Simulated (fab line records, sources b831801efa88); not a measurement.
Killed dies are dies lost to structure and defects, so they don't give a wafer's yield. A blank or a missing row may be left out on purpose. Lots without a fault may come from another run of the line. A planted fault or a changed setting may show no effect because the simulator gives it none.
Which tool did it? | flow sky130 | 14 lots, 42 wafers sampled, at 4 steps of a route of 708

WHAT THE GAUGES READ, wafer by wafer
The record holds no reading of a measuring or inspecting step that can be judged against a usual standard deviation.

WHICH TOOL RAN EACH LOT (tool, then ch and the chambers of the sampled wafers, then the start)
lot  | SKY_METAL2_SPUTTER_03        | SKY_METAL2_ETCH_18                | SKY_VIA2_ETCH_14                   | SKY_VIA2_CVD_21
L664 | pvd_sputter-03, day 35 16:29 | rie_metal-03 ch 0,1, day 36 19:16 | rie_diel-02 ch 0,2,3, day 37 23:34 | cvd_w-01 ch 0,1, day 38 00:19
L666 | pvd_sputter-03, day 36 02:39 | rie_metal-04 ch 0,1, day 37 06:07 | rie_diel-04 ch 2,3, day 38 09:52   | cvd_w-01 ch 0,1, day 38 10:37
L668 | pvd_sputter-04, day 37 08:01 | rie_metal-04 ch 1, day 38 11:32   | rie_diel-03 ch 0,3, day 39 14:37   | cvd_w-02 ch 0,1, day 39 15:25
L669 | pvd_sputter-01, day 37 09:51 | rie_metal-01 ch 1, day 38 12:56   | rie_diel-03 ch 0,1,2, day 39 16:58 | cvd_w-01 ch 0,1, day 39 17:43
L671 | pvd_sputter-03, day 38 03:41 | rie_metal-04 ch 0,1, day 39 06:40 | rie_diel-04 ch 1,2,3, day 40 09:19 | cvd_w-01 ch 0,1, day 40 10:06
L672 | pvd_sputter-01, day 38 10:58 | rie_metal-04 ch 0,1, day 39 13:32 | rie_diel-03 ch 0,3, day 40 16:16   | cvd_w-01 ch 0,1, day 40 17:01
L673 | pvd_sputter-03, day 38 13:53 | rie_metal-03 ch 0,1, day 39 16:17 | rie_diel-04 ch 0,1,2, day 40 19:37 | cvd_w-02 ch 0,1, day 40 20:22
L674 | pvd_sputter-01, day 39 01:11 | rie_metal-03 ch 0, day 40 03:13   | rie_diel-04 ch 0,1, day 41 05:34   | cvd_w-01 ch 0,1, day 41 06:19
L679 | pvd_sputter-03, day 40 05:20 | rie_metal-03 ch 0,1, day 41 06:58 | rie_diel-02 ch 0,1,2, day 42 09:31 | cvd_w-01 ch 0,1, day 42 10:18
L682 | pvd_sputter-04, day 40 23:42 | rie_metal-01 ch 0,1, day 42 01:20 | rie_diel-02 ch 1,2,3, day 43 03:25 | cvd_w-02 ch 0,1, day 43 04:10
L683 | pvd_sputter-01, day 41 06:26 | rie_metal-04 ch 0,1, day 42 08:23 | rie_diel-02 ch 1,2,3, day 43 10:10 | cvd_w-01 ch 0, day 43 10:58
L684 | pvd_sputter-03, day 41 11:05 | rie_metal-01 ch 0,1, day 42 12:47 | rie_diel-02 ch 1,2,3, day 43 14:43 | cvd_w-01 ch 0, day 43 15:31
L685 | pvd_sputter-01, day 41 21:57 | rie_metal-03 ch 0,1, day 42 22:50 | rie_diel-04 ch 0,1,2, day 44 00:25 | cvd_w-01 ch 0,1, day 44 01:12
L687 | pvd_sputter-03, day 42 08:23 | rie_metal-03 ch 0,1, day 43 09:10 | rie_diel-03 ch 1,2,3, day 44 10:22 | cvd_w-01 ch 0,1, day 44 11:08
- SKY_METAL2_SPUTTER_03: material Ti, target thk 5 nm, time 3.3 s.
- SKY_METAL2_ETCH_18: etches BARC in N2/H2, stops on SiO2, time 44.14 s, target depth 60 nm.
- SKY_VIA2_ETCH_14: etches BARC in N2/H2, stops on SiO2, time 45.9 s, target depth 60 nm.
- SKY_VIA2_CVD_21: deposits W, target thk 420 nm, time 126.4 s.

WHAT THE TOOLS THEMSELVES READ (means of the sampled wafers that have a number; where no wafer has one, the mark that the record gives instead)
SKY_METAL2_SPUTTER_03.
lot  | tool           | throttle_valve_pct (%)
L664 | pvd_sputter-03 | 30.5
L666 | pvd_sputter-03 | 30.7
L668 | pvd_sputter-04 | 30.9
L669 | pvd_sputter-01 | 29.7
L671 | pvd_sputter-03 | 30.6
L672 | pvd_sputter-01 | 29.0
L673 | pvd_sputter-03 | 30.3
L674 | pvd_sputter-01 | 29.4
L679 | pvd_sputter-03 | 30.5
L682 | pvd_sputter-04 | 30.7
L683 | pvd_sputter-01 | 29.2
L684 | pvd_sputter-03 | 29.6
L685 | pvd_sputter-01 | 30.0
L687 | pvd_sputter-03 | 30.4

SKY_METAL2_ETCH_18.
lot  | tool         | bias_w (W) | drypump_motor_current_A (A) | oes_product_au (a.u.) | throttle_valve_pct (%)
L664 | rie_metal-03 | 99.92      | 6.1                         | 0.877                 | 13.228
L666 | rie_metal-04 | 100.33     | 5.7                         | 0.874                 | 13.222
L668 | rie_metal-04 | 99.76      | 5.9                         | 0.873                 | 13.229
L669 | rie_metal-01 | 100.07     | 5.1                         | 0.871                 | 13.219
L671 | rie_metal-04 | 100.07     | 5.7                         | 0.881                 | 13.215
L672 | rie_metal-04 | 99.93      | 5.7                         | 0.869                 | 13.215
L673 | rie_metal-03 | 99.86      | 6.1                         | 0.875                 | 13.227
L674 | rie_metal-03 | 100.47     | 5.5                         | 0.874                 | 13.227
L679 | rie_metal-03 | 99.98      | 6.1                         | 0.871                 | 13.224
L682 | rie_metal-01 | 100.15     | 5.6                         | 0.872                 | 13.224
L683 | rie_metal-04 | 100.24     | 5.8                         | 0.875                 | 13.226
L684 | rie_metal-01 | 99.85      | 5.4                         | 0.875                 | 13.225
L685 | rie_metal-03 | 100.16     | 5.8                         | 0.870                 | 13.228
L687 | rie_metal-03 | 99.86      | 5.8                         | 0.868                 | 13.231

SKY_VIA2_ETCH_14.
lot  | tool        | bias_w (W) | drypump_motor_current_A (A) | oes_product_au (a.u.) | run_length_s (s) | throttle_valve_pct (%)
L664 | rie_diel-02 | 100.0      | 5.8                         | 0.857                 | 73.8             | 13.232
L666 | rie_diel-04 | 100.0      | 5.6                         | 0.860                 | 73.8             | 13.228
L668 | rie_diel-03 | 100.0      | 5.8                         | 0.850                 | 74.3             | 13.219
L669 | rie_diel-03 | 100.1      | 5.7                         | 0.853                 | 73.9             | 13.224
L671 | rie_diel-04 | 100.0      | 5.6                         | 0.853                 | 73.8             | 13.233
L672 | rie_diel-03 | 99.5       | 5.8                         | 0.858                 | 74.3             | 13.226
L673 | rie_diel-04 | 99.8       | 5.7                         | 0.881                 | 72.5             | 13.230
L674 | rie_diel-04 | 99.9       | 5.5                         | 0.908                 | 71.2             | 13.223
L679 | rie_diel-02 | 100.0      | 5.5                         | 0.854                 | 73.9             | 13.220
L682 | rie_diel-02 | 100.0      | 5.7                         | 0.857                 | 73.9             | 13.211
L683 | rie_diel-02 | 99.9       | 5.7                         | 0.861                 | 73.9             | 13.223
L684 | rie_diel-02 | 100.3      | 5.7                         | 0.860                 | 74.1             | 13.226
L685 | rie_diel-04 | 100.0      | 5.6                         | 0.857                 | 73.8             | 13.224
L687 | rie_diel-03 | 99.8       | 6.3                         | 0.849                 | 74.3             | 13.236

SKY_VIA2_CVD_21.
lot  | tool     | heater_power_w (W)
L664 | cvd_w-01 | 879
L666 | cvd_w-01 | 894
L668 | cvd_w-02 | 899
L669 | cvd_w-01 | 809
L671 | cvd_w-01 | 816
L672 | cvd_w-01 | 821
L673 | cvd_w-02 | 904
L674 | cvd_w-01 | 821
L679 | cvd_w-01 | 826
L682 | cvd_w-02 | 883
L683 | cvd_w-01 | 786
L684 | cvd_w-01 | 798
L685 | cvd_w-01 | 828
L687 | cvd_w-01 | 846

THE ANSWER, worked out from the rows above alone
Rule: what is usual is taken from the lots themselves. Put in order of their means at a reading, lots are off if they are a third of the lots or fewer, leave a main group of 4 or more, and stand apart from it by a gap of 3 or more times the standard deviation of the main group's means; of several such gaps the widest counts. A main group whose means are all the same, to the digits that the tables above print for the reading, isn't used. A lot without any number at a reading at which 4 lots or more have one is off too. The other lots that the step has rows for count as sound. The gauges are gone through in route order, then the tools' own readings, and for those a lot's mean is taken as printed above. The first step at which some lot is off is used, and at that step the reading that is off furthest; a lot without a number counts as furthest.
Off: L673, L674, at SKY_VIA2_ETCH_14 (run_length_s). The main group: mean 74.0 s, standard deviation 0.2.
A tool fits if, at that step or a process step before it, it ran every lot that is off, and no sound lot after the first of them. None of those tried fits.

WHAT THE SIMULATOR HAD PUT IN
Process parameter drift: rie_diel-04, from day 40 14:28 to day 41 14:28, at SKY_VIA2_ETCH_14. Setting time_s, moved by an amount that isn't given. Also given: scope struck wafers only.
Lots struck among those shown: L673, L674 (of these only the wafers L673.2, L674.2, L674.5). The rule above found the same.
